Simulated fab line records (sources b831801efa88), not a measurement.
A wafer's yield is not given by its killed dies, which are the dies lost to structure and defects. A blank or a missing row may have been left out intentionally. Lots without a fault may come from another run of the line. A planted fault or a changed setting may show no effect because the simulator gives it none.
What tool caused it?	flow sky130	6 lots with 18 wafers sampled at 3 steps, on a route of 708 steps

WHAT THE GAUGES READ, wafer by wafer
SKY_LDD_P_TW_MEAS_11.
lot	measured	on	LDD_P_TW
L534	day 19 13:13	film metro-01	636 639 636
L539	day 21 13:14	film metro-02	644 643 645
L541	day 23 02:11	film metro-01	634 633 630
L549	day 25 01:03	film metro-03	717 723 719
L554	day 26 20:18	film metro-01	635 635 636
L556	day 27 05:37	film metro-02	647 649 648

WHICH TOOL RAN EACH LOT (tool, then ch and the chambers of the sampled wafers, then the start)
lot	SKY_POLY_GATE_ETCH_15	SKY_LDD_P_IMPLANT_09
L534	rie diel-04 ch 0,2, day 16 21:50	implanter-02 ch 0, day 19 12:58
L539	rie diel-02 ch 1,3, day 18 20:14	implanter-04 ch 0, day 21 13:00
L541	rie diel-01 ch 2,3, day 20 09:32	implanter-02 ch 0, day 23 01:56
L549	rie diel-01 ch 2,3, day 22 10:14	implanter-02 ch 0, day 25 00:49
L554	rie diel-04 ch 1,2,3, day 24 05:20	implanter-04 ch 0, day 26 20:04
L556	rie diel-01 ch 0,1,3, day 24 15:29	implanter-01 ch 0, day 27 05:22
- SKY_POLY_GATE_ETCH_15: etches BARC in N2/H2, stops on SiO2, time 118.5 s, target depth 110 nm.
- SKY_LDD_P_IMPLANT_09

THE ANSWER, worked out from the rows above alone
Rule: usual is defined by the lots themselves. Put in order of their means at a reading, lots are off if they are a third of the lots or fewer, leave a main group of 4 or more, and stand apart from it by a gap of 3 or more times the standard deviation of the main group's means; of several such gaps the widest counts. Not used: any main group whose means are identical at the precision the tables above print for the reading. Also off: a lot with no number at a reading for which 4 or more lots have one. Where the step has rows for the other lots, those lots are counted as sound.
Off: L549, seen at SKY_LDD_P_TW_MEAS_11 (LDD_P_TW). Main group: mean 639, sd 5.8.
If a tool, at a process step before that reading, ran all the lots that are off and no sound lot after the first of them, it fits. The gauges at SKY_LDD_P_TW_MEAS_11 are tried like those tools. Can't be told from this: 2 tools fit, implanter-02 at SKY_LDD_P_IMPLANT_09, film metro-03 at SKY_LDD_P_TW_MEAS_11.

WHAT THE SIMULATOR PUT IN
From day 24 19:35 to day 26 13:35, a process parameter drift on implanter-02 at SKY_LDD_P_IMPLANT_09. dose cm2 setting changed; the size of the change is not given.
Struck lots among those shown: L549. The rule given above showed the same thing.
